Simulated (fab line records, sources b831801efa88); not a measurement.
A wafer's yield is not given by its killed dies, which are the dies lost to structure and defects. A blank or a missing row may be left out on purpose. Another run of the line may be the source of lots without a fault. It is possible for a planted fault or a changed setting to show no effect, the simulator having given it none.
Chamber matching ; flow gf180mcu ; cmp-01 running GF_V3_CMP_26: 4 sister chambers
The step polishes, stops on SiO2, t overpolish 15 s, target thk 0 nm. 4 wafers are shown with their chamber, then 12 later ones without.

== WAFERS, EACH WITH ITS CHAMBER ==
wafer;chamber;motor current A (A)
L088.4;1;11.9
L090.1;0;10.6
L090.2;2;10.7
L090.3;3;9.5

== WAFERS MISSING THEIR CHAMBER ==
wafer;motor current A (A)
L091.1;10.2
L091.3;10.4
L091.5;11.4
L092.1;10.2
L092.5;11.4
L092.6;10.5
L094.1;9.4
L094.3;11.8
L094.5;10.8
L097.2;10.0
L097.4;9.6
L097.6;10.3

== EACH ONE'S CHAMBER ==
wafer;from the rows above;in truth
L091.1;can't be placed: 0 or 2 or 3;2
L091.3;can't be placed: 0 or 2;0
L091.5;can't be placed: 1 or 2 or 0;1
L092.1;can't be placed: 0 or 2 or 3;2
L092.5;can't be placed: 1 or 2 or 0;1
L092.6;can't be placed: 0 or 2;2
L094.1;3;3
L094.3;1;1
L094.5;can't be placed: 2 or 0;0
L097.2;can't be placed: 3 or 0 or 2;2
L097.4;3;3
L097.6;can't be placed: 0 or 2 or 3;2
3 of 12 placed correctly. From these rows, 9 cannot be placed; in 9 the true chamber is one of the candidates. 0 placed wrongly.
How it was worked out, from the rows above alone: a wafer's distance from a chamber is the root of the sum, over the readings, of the square of ((its reading less the chamber's mean) divided by the reading's scatter). The wafer belongs to the nearest chamber; if the next one is less than 2 further off, it can't be placed. The mean given for a chamber averages the wafers shown for that chamber. The scatter (one wafer shown for each chamber): square how far every hidden wafer sits from the nearest shown wafer, average those squares and take the square root.
